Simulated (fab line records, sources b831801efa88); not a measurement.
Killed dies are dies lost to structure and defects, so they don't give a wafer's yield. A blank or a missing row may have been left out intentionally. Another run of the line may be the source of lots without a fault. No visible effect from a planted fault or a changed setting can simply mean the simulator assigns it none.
Which of the tools did it?	flow gf180mcu	6 lots, 18 wafers sampled, at 2 steps of a route of 602

== WHAT THE GAUGES READ, wafer by wafer ==
GF_VT_IMPLANT_TW_MEAS_21.
lot	measured	on	VT_IMPLANT_2_TW
L707	day 6 13:04	filmMetro-01	1205 1212 1211
L709	day 7 00:38	filmMetro-01	1201 1213 1207
L715	day 8 15:36	filmMetro-01	1213 1210 1205
L720	day 9 21:22	filmMetro-01	1167 1167 1165 1172 1166 1172
L722	day 10 14:46	filmMetro-04	1204 1206 1218
L728	day 12 01:18	filmMetro-04	1217 1208 1210

== WHAT TOOL EACH LOT RAN ON (gives the tool, then ch and the chambers of the sampled wafers, and finally the start) ==
lot	GF_VT_IMPLANT_IMPLANT_19
L707	implanter-03 ch 0, day 6 12:50
L709	implanter-03 ch 0, day 7 00:23
L715	implanter-03 ch 0, day 8 15:22
L720	implanter-02 ch 0, day 9 21:09
L722	implanter-01 ch 0, day 10 14:31
L728	implanter-01 ch 0, day 12 01:04
- GF_VT_IMPLANT_IMPLANT_19

== THE ANSWER, worked out from the rows above alone ==
Rule: the usual values come from the lots themselves. The widest of any qualifying gaps counts: lots, ordered by their means at a reading, are off when they make up no more than a third of the lots, leave a main group of 4 or more, and stand apart from it by 3 or more times the standard deviation of that group's means. The tables above print the reading to a certain number of digits; a main group whose means all agree to those digits is not used. Also off: a lot with no number at a reading for which 4 or more lots have one. Any other lot the step has rows for is counted as sound.
Off: at GF_VT_IMPLANT_TW_MEAS_21 (VT_IMPLANT_2_TW), L720. For the main group the mean is 1209 and the standard deviation 1.5.
A tool fits if, at a process step before that reading, it ran every lot that is off, and no sound lot after the first of them. Gauges at GF_VT_IMPLANT_TW_MEAS_21: tried the same way as those tools. 2 tools fit, implanter-02 at GF_VT_IMPLANT_IMPLANT_19 and filmMetro-01 at GF_VT_IMPLANT_TW_MEAS_21, so this cannot tell which one it is.

== WHAT THE SIMULATOR HAD PUT IN ==
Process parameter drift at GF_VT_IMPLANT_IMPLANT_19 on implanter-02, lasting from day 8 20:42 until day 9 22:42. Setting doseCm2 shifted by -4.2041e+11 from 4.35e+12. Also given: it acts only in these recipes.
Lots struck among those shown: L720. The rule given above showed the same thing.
